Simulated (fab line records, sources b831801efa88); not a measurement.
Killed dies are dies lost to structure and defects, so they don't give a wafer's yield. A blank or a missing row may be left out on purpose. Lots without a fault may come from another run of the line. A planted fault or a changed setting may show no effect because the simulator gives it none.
A struck lot beside a sound one | flow gf180mcu | 16 steps out of a route of 602
Sound: wafers L187.1, L187.2, L187.6. Struck: wafer L192.2. (L192.1 of the same lot was not struck and is left out.) The cause comes at the end.
At each step with rows: each side's tool, then ch and its chambers, then its first start. Under that, the readings that differ: sound wafers | struck wafers | difference of the means | sigmas: that difference in standard deviations of wafers without a fault.
alike: readings whose means differ by less than 2 such deviations, and words and numbers that are the same on both sides. not compared: withheld readings, readings that some wafer has no value for, bounds like >300 that may hide the same value, and numbers for which the record gives no deviation and whose values overlap.
The two part at a step that has a row with sigmas, a row that says differs or no value, or rows on one side only. Numbers that don't overlap but have no deviation are shown without sigmas and don't part them. A reading that every wafer of one side lacks parts them only if that side has two wafers or more.

GF_M2_SPUTTER_04: material TiN, target thk 50 nm, time 41.7 s.
  sound on pvd_sputter-01, day 20 23:53; struck on pvd_sputter-04, day 22 21:25
  alike: throttle_valve_pct
GF_M2_RS_MEAS_05: measures by four-point-probe.
  sound on film_metro-03, day 20 23:56; struck on film_metro-03, day 22 21:28
  alike: M2_ALCU_RS
GF_M2_THK_MEAS_06: measures by xrf.
  sound on film_metro-03, day 21 00:03; struck on film_metro-03, day 22 21:35
  alike: M2_ALCU_THK
then, 7 steps without rows for these wafers: GF_M2_DEHYDRATE_07 (time 60 s); GF_M2_HMDS_08 (prime time 60 s); GF_M2_COAT_09 (resist thk 1000 nm); GF_M2_SOFTBAKE_10 (time 60 s); GF_M2_EXPOSE_11 (exposes mask Metal2, target cd 280 nm); GF_M2_PEB_12 (peb time 90 s); GF_M2_DEVELOP_13 (develop time 60 s).
GF_M2_CD_MEAS_14: target cd 280 nm.
  sound on cd_sem-01, day 21 23:44; struck on cd_sem-01, day 23 19:34
  alike: cd_nm
GF_M2_OVL_MEAS_15:
  sound on overlay-02, day 21 23:51; struck on overlay-02, day 23 19:41
  alike: M2_OVL
GF_M2_METAL_ETCH_16: etches the open film in Cl2/BCl3, stops on SiO2, target depth 627.5 nm, time 104.6 s.
  sound on rie_metal-02 ch 0, day 21 23:53; struck on rie_metal-02 ch 0, day 23 19:43
  reading                             | sound                | struck | difference | sigmas
  oes_product_au (a.u.)               | 0.970 0.970 0.974    | 0.915  | -0.056     | -10
  run_length_s (s)                    | 133.3 133.1 133.5    | 144.1  | +10.8      | +35
  throttle_valve_pct (%)              | 28.266 28.262 28.249 | 28.318 | +0.059     | +6
  model.KrF_of_M2_COAT_09.thk_nm (nm) | 733.7 732.7 736.7    | 705    | -29        |
  alike: drypump_motor_current_A, mfc_cl2_sccm
  not compared: rf_hours_counter_h
GF_M2_STRIP_17: strips in O2/N2.
  sound on plasma_asher-01 ch 0,1, day 22 00:07; struck on plasma_asher-04 ch 1, day 23 19:50
  reading                      | sound             | struck | difference | sigmas
  strip_time_to_endpoint_s (s) | 7.874 7.848 7.897 | 7.571  | -0.302     | -10
  alike: drypump_motor_current_A, heater_power_w, oes_product_au
  not compared: rf_hours_counter_h
then, 1 step without rows for these wafers: GF_M2_STRIP_18 (strips in post etch residue remover, time 1200 s).
GF_PASSIVATION_PROBE_99:
  the record has rows for the sound wafers here (prober-02, day 31 07:50) and none for the struck ones

WHERE THEY PART
First at GF_M2_METAL_ETCH_16; last, within this record, at GF_PASSIVATION_PROBE_99.

WHY: what the simulator had put in
Process parameter drift: rie_metal-02, from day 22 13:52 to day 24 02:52, at GF_M2_METAL_ETCH_16. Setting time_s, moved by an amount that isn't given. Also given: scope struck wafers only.
